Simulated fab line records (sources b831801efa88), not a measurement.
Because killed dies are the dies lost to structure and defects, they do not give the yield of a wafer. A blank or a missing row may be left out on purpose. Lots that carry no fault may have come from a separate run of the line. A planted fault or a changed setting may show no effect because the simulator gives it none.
Check for tools in common / flow sky130 / Sample size 11 lots and 33 wafers

== REASON IT WAS OPENED ==
At SKY_VT_ADJUST_LVTN_TW_MEAS_10 the reading VT_ADJUST_LVTN_TW is flagged on 1 of 11 lots. No-fault wafers: 241.6, standard deviation 1.5.
Rule: flag the lot when none of its wafers has a number, or when each of its wafers that has one lies beyond 4 standard deviations from that mean. The rest of the lots are taken to be sound.

lot=L318; measured=day 6 19:47; on=filmMetro-01; VT_ADJUST_LVTN_TW, wafer by wafer=242.3 240.7 241.5; flag=
lot=L321; measured=day 7 16:37; on=filmMetro-01; VT_ADJUST_LVTN_TW, wafer by wafer=30.1 30.2 30.0; flag=FLAGGED
lot=L322; measured=day 8 01:49; on=filmMetro-04; VT_ADJUST_LVTN_TW, wafer by wafer=241.5 242.4 241.9; flag=
lot=L329; measured=day 10 07:27; on=filmMetro-01; VT_ADJUST_LVTN_TW, wafer by wafer=242.5 241.8 243.1; flag=
lot=L330; measured=day 10 16:08; on=filmMetro-04; VT_ADJUST_LVTN_TW, wafer by wafer=241.6 240.1 241.8; flag=
lot=L332; measured=day 10 22:04; on=filmMetro-04; VT_ADJUST_LVTN_TW, wafer by wafer=242.9 241.4 240.5; flag=
lot=L333; measured=day 11 02:23; on=filmMetro-04; VT_ADJUST_LVTN_TW, wafer by wafer=243.6 241.7 241.8; flag=
lot=L334; measured=day 11 09:39; on=filmMetro-04; VT_ADJUST_LVTN_TW, wafer by wafer=244.1 243.0 242.8; flag=
lot=L336; measured=day 12 00:22; on=filmMetro-04; VT_ADJUST_LVTN_TW, wafer by wafer=244.3 242.8 243.7; flag=
lot=L337; measured=day 12 06:58; on=filmMetro-01; VT_ADJUST_LVTN_TW, wafer by wafer=242.9 240.6 241.0; flag=
lot=L340; measured=day 13 04:34; on=filmMetro-01; VT_ADJUST_LVTN_TW, wafer by wafer=241.1 242.3 242.0; flag=
The numbers of the flagged lots are 30.1 on average: -211.5 against the usual, or -99 or more standard deviations.

== WHICH TOOL RAN EACH LOT ==
Before the reading, the record contains 3 process steps out of a 708-step route. In each cell: the tool, then ch and the chambers that the sampled wafers went through, then the start.
lot=L318; flag=; SKY_FIELD_ISO_ETCH_15=rieDiel-04 ch 1,2, day 2 03:39; SKY_DNWELL_STRIP_08=plasmaAsher-02 ch 0,1, day 3 02:20; SKY_VT_ADJUST_LVTN_EXPOSE_04=ilineStepper-02 ch 0, day 6 10:02
lot=L321; flag=FLAGGED; SKY_FIELD_ISO_ETCH_15=rieDiel-01 ch 0,1,2, day 2 20:26; SKY_DNWELL_STRIP_08=plasmaAsher-02 ch 0,1, day 3 18:41; SKY_VT_ADJUST_LVTN_EXPOSE_04=ilineStepper-02 ch 0, day 7 07:07
lot=L322; flag=; SKY_FIELD_ISO_ETCH_15=rieDiel-03 ch 0,1,3, day 3 02:11; SKY_DNWELL_STRIP_08=plasmaAsher-03 ch 0,1, day 4 03:17; SKY_VT_ADJUST_LVTN_EXPOSE_04=ilineStepper-02 ch 0, day 7 15:16
lot=L329; flag=; SKY_FIELD_ISO_ETCH_15=rieDiel-03 ch 0,1,2, day 4 13:44; SKY_DNWELL_STRIP_08=plasmaAsher-03 ch 0,1, day 5 23:46; SKY_VT_ADJUST_LVTN_EXPOSE_04=ilineStepper-02 ch 0, day 9 20:26
lot=L330; flag=; SKY_FIELD_ISO_ETCH_15=rieDiel-03 ch 1,2, day 4 20:03; SKY_DNWELL_STRIP_08=plasmaAsher-02 ch 0,1, day 6 05:38; SKY_VT_ADJUST_LVTN_EXPOSE_04=ilineStepper-02 ch 0, day 10 04:29
lot=L332; flag=; SKY_FIELD_ISO_ETCH_15=rieDiel-03 ch 0,1,3, day 5 05:08; SKY_DNWELL_STRIP_08=plasmaAsher-01 ch 0,1, day 6 10:23; SKY_VT_ADJUST_LVTN_EXPOSE_04=ilineStepper-01 ch 0, day 10 09:07
lot=L333; flag=; SKY_FIELD_ISO_ETCH_15=rieDiel-01 ch 2,3, day 5 12:24; SKY_DNWELL_STRIP_08=plasmaAsher-02 ch 0,1, day 6 14:14; SKY_VT_ADJUST_LVTN_EXPOSE_04=ilineStepper-01 ch 0, day 10 14:20
lot=L334; flag=; SKY_FIELD_ISO_ETCH_15=rieDiel-04 ch 0,1, day 5 17:42; SKY_DNWELL_STRIP_08=plasmaAsher-02 ch 0,1, day 6 19:52; SKY_VT_ADJUST_LVTN_EXPOSE_04=ilineStepper-02 ch 0, day 10 22:19
lot=L336; flag=; SKY_FIELD_ISO_ETCH_15=rieDiel-04 ch 0,2,3, day 6 05:15; SKY_DNWELL_STRIP_08=plasmaAsher-03 ch 0,1, day 7 08:35; SKY_VT_ADJUST_LVTN_EXPOSE_04=ilineStepper-02 ch 0, day 11 11:40
lot=L337; flag=; SKY_FIELD_ISO_ETCH_15=rieDiel-03 ch 0,1,3, day 6 10:02; SKY_DNWELL_STRIP_08=plasmaAsher-03 ch 0, day 7 12:59; SKY_VT_ADJUST_LVTN_EXPOSE_04=ilineStepper-02 ch 0, day 11 18:47
lot=L340; flag=; SKY_FIELD_ISO_ETCH_15=rieDiel-01 ch 0,1,3, day 6 23:02; SKY_DNWELL_STRIP_08=plasmaAsher-03 ch 0,1, day 8 06:50; SKY_VT_ADJUST_LVTN_EXPOSE_04=ilineStepper-01 ch 0, day 12 15:23
These steps, and what they do:
- SKY_FIELD_ISO_ETCH_15: etches the open film in CHF3/O2, stops on Si, target depth 180 nm, time 72 s.
- SKY_DNWELL_STRIP_08: strips in O2/N2.
- SKY_VT_ADJUST_LVTN_EXPOSE_04: exposes mask NWM COMPLEMENT LESS NATIVE, target cd 840 nm.
- SKY_VT_ADJUST_LVTN_TW_MEAS_10

== FLAGGED OVER TOTAL, TOOL BY TOOL (the gauges that took the reading come last) ==
step=SKY_FIELD_ISO_ETCH_15; tool=rieDiel-01; lots run=3; flagged=1; share of the flagged lots=all; sound lots run after its first flagged lot=2 (L333,L340)
step=SKY_FIELD_ISO_ETCH_15; tool=rieDiel-03; lots run=5; flagged=0; share of the flagged lots=none; sound lots run after its first flagged lot=-
step=SKY_FIELD_ISO_ETCH_15; tool=rieDiel-04; lots run=3; flagged=0; share of the flagged lots=none; sound lots run after its first flagged lot=-
step=SKY_DNWELL_STRIP_08; tool=plasmaAsher-01; lots run=1; flagged=0; share of the flagged lots=none; sound lots run after its first flagged lot=-
step=SKY_DNWELL_STRIP_08; tool=plasmaAsher-02; lots run=5; flagged=1; share of the flagged lots=all; sound lots run after its first flagged lot=3 (L330,L333,L334)
step=SKY_DNWELL_STRIP_08; tool=plasmaAsher-03; lots run=5; flagged=0; share of the flagged lots=none; sound lots run after its first flagged lot=-
step=SKY_VT_ADJUST_LVTN_EXPOSE_04; tool=ilineStepper-01; lots run=3; flagged=0; share of the flagged lots=none; sound lots run after its first flagged lot=-
step=SKY_VT_ADJUST_LVTN_EXPOSE_04; tool=ilineStepper-02; lots run=8; flagged=1; share of the flagged lots=all; sound lots run after its first flagged lot=6 (L322,L329,L330,L334,L336,L337)
step=SKY_VT_ADJUST_LVTN_TW_MEAS_10; tool=filmMetro-01; lots run=5; flagged=1; share of the flagged lots=all; sound lots run after its first flagged lot=3 (L329,L337,L340)
step=SKY_VT_ADJUST_LVTN_TW_MEAS_10; tool=filmMetro-04; lots run=6; flagged=0; share of the flagged lots=none; sound lots run after its first flagged lot=-

== WHAT THE TABLE PERMITS ==
4 rows of the table ran every flagged lot: rieDiel-01 at SKY_FIELD_ISO_ETCH_15, plasmaAsher-02 at SKY_DNWELL_STRIP_08, ilineStepper-02 at SKY_VT_ADJUST_LVTN_EXPOSE_04, filmMetro-01 at SKY_VT_ADJUST_LVTN_TW_MEAS_10.
- rieDiel-01 at SKY_FIELD_ISO_ETCH_15: 1 of its 3 lots flagged. Sound lots ran on it after the first flagged one (L333, L340), which a lasting fault on the whole tool wouldn't allow.
- plasmaAsher-02 at SKY_DNWELL_STRIP_08: 1 of its 5 lots flagged. Sound lots ran on it after the first flagged one (L330, L333, L334), which a lasting fault on the whole tool wouldn't allow.
- ilineStepper-02 at SKY_VT_ADJUST_LVTN_EXPOSE_04: 1 of its 8 lots flagged. Sound lots ran on it after the first flagged one (L322, L329, L330, L334, L336, L337), which a lasting fault on the whole tool wouldn't allow.
- filmMetro-01 at SKY_VT_ADJUST_LVTN_TW_MEAS_10: 1 of its 5 lots flagged. Sound lots ran on it after the first flagged one (L329, L337, L340), which a lasting fault on the whole tool wouldn't allow.
Every row of the table either missed a flagged lot or ran a sound lot after the first.

== WHAT THE SIMULATOR PUT IN ==
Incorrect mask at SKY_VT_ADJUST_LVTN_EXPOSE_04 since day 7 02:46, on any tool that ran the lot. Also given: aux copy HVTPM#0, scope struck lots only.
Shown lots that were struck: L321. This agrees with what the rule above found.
